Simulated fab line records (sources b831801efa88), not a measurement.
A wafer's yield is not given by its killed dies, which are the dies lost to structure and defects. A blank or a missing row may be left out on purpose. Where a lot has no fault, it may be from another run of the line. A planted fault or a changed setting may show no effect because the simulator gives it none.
Which tool was responsible? | flow sky130 | 11 lots with 33 wafers sampled at 5 steps, on a route of 708 steps

WHAT THE GAUGES READ, wafer by wafer
SKY_VT_ADJUST_PCH_TW_MEAS_10. Usual: VT_ADJUST_PCH_TW typically reads 142.9, with standard deviation 0.73.
lot  | measured     | on            | VT_ADJUST_PCH_TW  | flag
L669 | day 10 02:17 | film-metro-03 | 143.8 143.4 143.3 |
L670 | day 10 09:36 | film-metro-01 | 143.1 143.2 142.6 |
L671 | day 11 05:17 | film-metro-01 | 143.2 142.8 144.0 |
L673 | day 13 01:11 | film-metro-01 | 143.2 142.8 142.7 |
L674 | day 13 01:38 | film-metro-02 | 141.9 143.3 143.1 |
L675 | day 13 10:35 | film-metro-01 | 142.9 143.2 143.1 |
L676 | day 13 13:50 | film-metro-03 | 143.2 142.7 142.1 |
L681 | day 14 16:29 | film-metro-03 | 143.2 143.3 142.6 |
L684 | day 15 22:47 | film-metro-03 | 144.6 144.1 143.0 |
L685 | day 15 23:38 | film-metro-02 | 143.0 143.1 143.4 |
L683 | day 16 00:36 | film-metro-03 | 143.1 142.7 142.8 |

SKY_SONOS_ONO_THK_MEAS_05. Usual: SONOS_ONO_CVD_04_THK typically reads 5.69 nm, with standard deviation 0.12.
lot  | measured     | on            | SONOS_ONO_CVD_04_THK (nm) | flag
L669 | day 11 06:04 | film-metro-02 | 5.68 5.59 5.63            |
L670 | day 11 14:04 | film-metro-03 | 5.76 5.70 5.80            |
L671 | day 12 12:49 | film-metro-03 | 5.80 5.79 5.82            |
L673 | day 14 07:17 | film-metro-04 | 5.58 5.62 5.61            |
L674 | day 14 11:04 | film-metro-04 | 5.78 5.62 5.78            |
L675 | day 14 17:31 | film-metro-03 | 5.66 5.85 5.69            |
L676 | day 14 23:23 | film-metro-04 | 5.81 5.72 5.70            |
L681 | day 16 06:47 | film-metro-04 | 5.93 5.92 5.89            |
L684 | day 17 07:54 | film-metro-02 | 5.60 5.53 5.56            |
L685 | day 17 09:09 | film-metro-03 | 5.72 5.70 5.68            |
L683 | day 17 09:10 | film-metro-04 | 5.60 5.58 5.60            |

SKY_SONOS_ONO_OVL_MEAS_14. Usual: SONOS_ONO_OVL typically reads -0.3 nm, with standard deviation 1.1.
lot  | measured     | on         | SONOS_ONO_OVL (nm) | flag
L669 | day 12 05:37 | overlay-02 | -1.4 -0.9 -2.2     |
L670 | day 12 13:40 | overlay-02 | 0.2 1.3 -1.0       |
L671 | day 13 13:37 | overlay-01 | -0.7 -0.5 1.1      |
L673 | day 15 08:47 | overlay-01 | 0.1 0.4 1.0        |
L674 | day 15 13:46 | overlay-02 | -0.5 0.2 0.4       |
L675 | day 15 20:23 | overlay-02 | -1.5 -0.3 -0.3     |
L676 | day 16 02:37 | overlay-02 | -1.2 1.1 -1.4      |
L681 | day 17 11:29 | overlay-02 | -0.7 0.1 -0.9      |
L684 | day 18 13:06 | overlay-01 | -0.7 1.5 2.3       |
L685 | day 18 15:02 | overlay-01 | 0.3 -1.4 -2.1      |
L683 | day 18 14:13 | overlay-02 | -0.7 -1.1 0.9      |

SKY_POLY_GATE_THK_MEAS_01. Usual: POLY_GATE_CVD_00_THK typically reads 181.0 nm, with standard deviation 1.7.
lot  | measured     | on            | POLY_GATE_CVD_00_THK (nm) | flag
L669 | day 13 15:49 | film-metro-02 | 180.5 180.6 180.9         |
L670 | day 13 22:14 | film-metro-01 | 179.5 181.1 178.9         |
L671 | day 14 21:41 | film-metro-03 | 181.4 180.6 180.5         |
L673 | day 16 21:32 | film-metro-03 | 178.7 178.2 180.1         |
L674 | day 16 23:04 | film-metro-03 | 177.7 178.7 177.7         |
L675 | day 17 10:42 | film-metro-03 | 183.2 181.8 183.9         |
L676 | day 17 15:45 | film-metro-02 | 180.8 181.9 182.4         |
L681 | day 19 04:05 | film-metro-03 | 182.2 183.1 182.5         |
L684 | day 20 07:12 | film-metro-02 | 152.4 171.0 174.8         | OFF
L685 | day 20 05:40 | film-metro-01 | 148.2 145.0 142.2         | OFF
L683 | day 20 07:13 | film-metro-03 | 159.2 166.2 176.7         | OFF

WHAT TOOL EACH LOT RAN ON (gives the tool, then ch and the chambers of the sampled wafers, and finally the start)
lot  | SKY_POLY_GATE_CVD_00
L669 | lpcvd-01 ch 1, day 13 14:37
L670 | lpcvd-01 ch 0, day 13 21:02
L671 | lpcvd-01 ch 1, day 14 20:29
L673 | lpcvd-01 ch 0, day 16 20:20
L674 | lpcvd-01 ch 1, day 16 21:52
L675 | lpcvd-01 ch 0, day 17 09:30
L676 | lpcvd-01 ch 0, day 17 13:56
L681 | lpcvd-01 ch 0, day 19 02:17
L684 | lpcvd-01 ch 1, day 20 06:00
L685 | lpcvd-01 ch 1, day 20 04:28
L683 | lpcvd-01 ch 0, day 20 06:00
- SKY_POLY_GATE_CVD_00: deposits poly-Si, target thk 180 nm, time 720 s.

AS READ BY THE TOOLS THEMSELVES (means over the sampled wafers that have a number; for cases with no such wafer, the mark the record gives instead)
SKY_POLY_GATE_CVD_00. Usual: spike-tc-centre-C 620.8 C, standard deviation 0.98; spike-tc-upper-C 620.9 C, standard deviation 0.91; zone-power-centre-pct 8.6 %, standard deviation 0.53; zone-power-lower-pct 8.7 %, standard deviation 0.52.
lot  | tool     | spike-tc-centre-C (C) | spike-tc-upper-C (C) | zone-power-centre-pct (%) | zone-power-lower-pct (%) | flag
L669 | lpcvd-01 | 620.6                 | 620.2                | 8.1                       | 8.2                      |
L670 | lpcvd-01 | 620.7                 | 621.1                | 9.1                       | 9.2                      |
L671 | lpcvd-01 | 620.4                 | 620.8                | 7.9                       | 8.2                      |
L673 | lpcvd-01 | 620.7                 | 621.8                | 9.0                       | 9.2                      |
L674 | lpcvd-01 | 619.8                 | 620.7                | 8.0                       | 8.1                      |
L675 | lpcvd-01 | 621.2                 | 621.2                | 9.0                       | 9.2                      |
L676 | lpcvd-01 | 620.8                 | 621.4                | 9.1                       | 9.2                      |
L681 | lpcvd-01 | 620.4                 | 621.4                | 9.1                       | 9.2                      |
L684 | lpcvd-01 | 598.4                 | 624.3                | 4.6                       | 10.0                     | OFF
L685 | lpcvd-01 | 597.7                 | 623.2                | 4.6                       | 9.9                      | OFF
L683 | lpcvd-01 | 597.8                 | 624.3                | 5.2                       | 11.1                     | OFF

THE ANSWER, worked out from the rows above alone
Rule: take the mean of a lot's wafers that have a number; if it is more than 3 standard deviations from the usual mean, the lot is off. Also off: a lot with no number at a reading for which 4 or more lots have one. Where the step has rows for the other lots, those lots are counted as sound. The gauges are gone through in route order, then the tools' own readings, and for those a lot's mean is taken as printed above. At the first step where some lot is off, the reading lying furthest off is the one used; lots without a number count as furthest.
Off: L684, L685, L683, seen at SKY_POLY_GATE_THK_MEAS_01 (POLY_GATE_CVD_00_THK).
A tool fits if, at a process step before that reading, it ran every lot that is off, and no sound lot after the first of them. Not tried: the gauges at SKY_POLY_GATE_THK_MEAS_01; whatever is off there is also off at SKY_POLY_GATE_CVD_00, on other tools, and gauge error can't account for it. One candidate fits, namely lpcvd-01 at SKY_POLY_GATE_CVD_00. Its last sound lot is L681 (day 19 02:17), its first lot that is off L685 (day 20 04:28): a fault that began between those two fits.
The tool's own readings at SKY_POLY_GATE_CVD_00 bear it out: on the lots that are off they differ by more than 5 times the standard deviation of the sound lots' means. spike-tc-centre-C reads 598.0 C there against 620.6 C on the sound lots; spike-tc-upper-C reads 623.9 C there against 621.1 C on the sound lots; zone-power-centre-pct reads 4.8 % there against 8.7 % on the sound lots.

WHAT THE SIMULATOR PUT IN
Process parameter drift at SKY_POLY_GATE_CVD_00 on lpcvd-01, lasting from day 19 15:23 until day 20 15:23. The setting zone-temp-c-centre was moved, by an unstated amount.
Shown lots that were struck: L684, L685, L683. The rule above reached the same finding.
